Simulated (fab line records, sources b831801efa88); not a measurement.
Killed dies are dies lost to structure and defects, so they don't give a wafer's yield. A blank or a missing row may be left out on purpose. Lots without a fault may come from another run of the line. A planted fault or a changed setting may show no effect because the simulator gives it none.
Which tool did it? | flow sky130 | 9 lots, 27 wafers sampled, at 5 steps of a route of 708

WHAT THE GAUGES READ, wafer by wafer
SKY_VIA4_RS_MEAS_19: measures by four-point-probe.
lot  | measured     | on            | VIA4_W_RS (ohm/sq)
L157 | day 43 19:11 | film_metro-03 | 0.152 0.152 0.152 0.151 0.152 0.152
L160 | day 44 12:46 | film_metro-02 | 0.157 0.150 0.151 0.157 0.150 0.151
L167 | day 46 14:38 | film_metro-01 | 0.210 0.219 0.208
L169 | day 46 19:37 | film_metro-03 | 0.209 0.208 0.221
L172 | day 47 15:55 | film_metro-02 | 0.218 0.222 0.220
L173 | day 47 21:50 | film_metro-01 | 0.215 0.215 0.214
L174 | day 47 22:01 | film_metro-02 | 0.221 0.210 0.225
L176 | day 48 07:46 | film_metro-02 | 0.211 0.220 0.210
L177 | day 48 17:24 | film_metro-01 | 0.212 0.210 0.220

WHICH TOOL RAN EACH LOT (tool, then ch and the chambers of the sampled wafers, then the start)
lot  | SKY_METAL4_SPUTTER_01        | SKY_CAP2M_METAL_ETCH_13           | SKY_METAL4_DESCUM_15              | SKY_VIA4_CVD_18
L157 | pvd_sputter-04, day 40 18:34 | rie_metal-04 ch 0, day 41 18:19   | rie_metal-04 ch 0,1, day 42 18:51 | cvd_w-02 ch 1, day 43 19:01
L160 | pvd_sputter-03, day 41 12:26 | rie_metal-04 ch 0,1, day 42 12:08 | rie_metal-03 ch 0,1, day 43 12:13 | cvd_w-02 ch 0,1, day 44 12:38
L167 | pvd_sputter-01, day 43 18:02 | rie_metal-02 ch 0,1, day 44 17:31 | rie_metal-02 ch 0,1, day 45 15:49 | cvd_w-02 ch 0,1, day 46 14:30
L169 | pvd_sputter-01, day 44 00:14 | rie_metal-02 ch 0,1, day 44 22:59 | rie_metal-04 ch 0,1, day 45 20:55 | cvd_w-02 ch 0,1, day 46 19:27
L172 | pvd_sputter-01, day 44 23:50 | rie_metal-01 ch 0, day 45 21:08   | rie_metal-04 ch 0, day 46 18:00   | cvd_w-02 ch 0, day 47 15:46
L173 | pvd_sputter-01, day 45 05:45 | rie_metal-04 ch 0,1, day 46 02:35 | rie_metal-03 ch 0,1, day 46 23:23 | cvd_w-01 ch 0,1, day 47 21:41
L174 | pvd_sputter-04, day 45 06:32 | rie_metal-02 ch 0,1, day 46 03:11 | rie_metal-04 ch 0,1, day 47 00:16 | cvd_w-02 ch 0,1, day 47 21:50
L176 | pvd_sputter-01, day 45 16:27 | rie_metal-04 ch 0,1, day 46 12:59 | rie_metal-03 ch 0,1, day 47 09:41 | cvd_w-02 ch 0,1, day 48 07:38
L177 | pvd_sputter-01, day 46 01:52 | rie_metal-04 ch 1, day 46 22:50   | rie_metal-04 ch 0,1, day 47 20:07 | cvd_w-02 ch 0,1, day 48 17:13
- SKY_METAL4_SPUTTER_01: material TiN, target thk 20 nm, time 16.7 s.
- SKY_CAP2M_METAL_ETCH_13: etches TiN in Cl2/BCl3, stops on SiO2, target depth 220 nm, time 62.9 s.
- SKY_METAL4_DESCUM_15: chemistry O2, time 8 s.
- SKY_VIA4_CVD_18: deposits W, target thk 505 nm, time 152.14 s.

THE ANSWER, worked out from the rows above alone
Rule: what is usual is taken from the lots themselves. Put in order of their means at a reading, lots are off if they are a third of the lots or fewer, leave a main group of 4 or more, and stand apart from it by a gap of 3 or more times the standard deviation of the main group's means; of several such gaps the widest counts. A main group whose means are all the same, to the digits that the tables above print for the reading, isn't used. A lot without any number at a reading at which 4 lots or more have one is off too. The other lots that the step has rows for count as sound.
Off: L157, L160, at SKY_VIA4_RS_MEAS_19 (VIA4_W_RS). The main group: mean 0.215 ohm/sq, standard deviation 0.0028.
A tool fits if, at a process step before that reading, it ran every lot that is off, and no sound lot after the first of them. The gauges at SKY_VIA4_RS_MEAS_19 are tried like those tools. None of those tried fits.

WHAT THE SIMULATOR HAD PUT IN
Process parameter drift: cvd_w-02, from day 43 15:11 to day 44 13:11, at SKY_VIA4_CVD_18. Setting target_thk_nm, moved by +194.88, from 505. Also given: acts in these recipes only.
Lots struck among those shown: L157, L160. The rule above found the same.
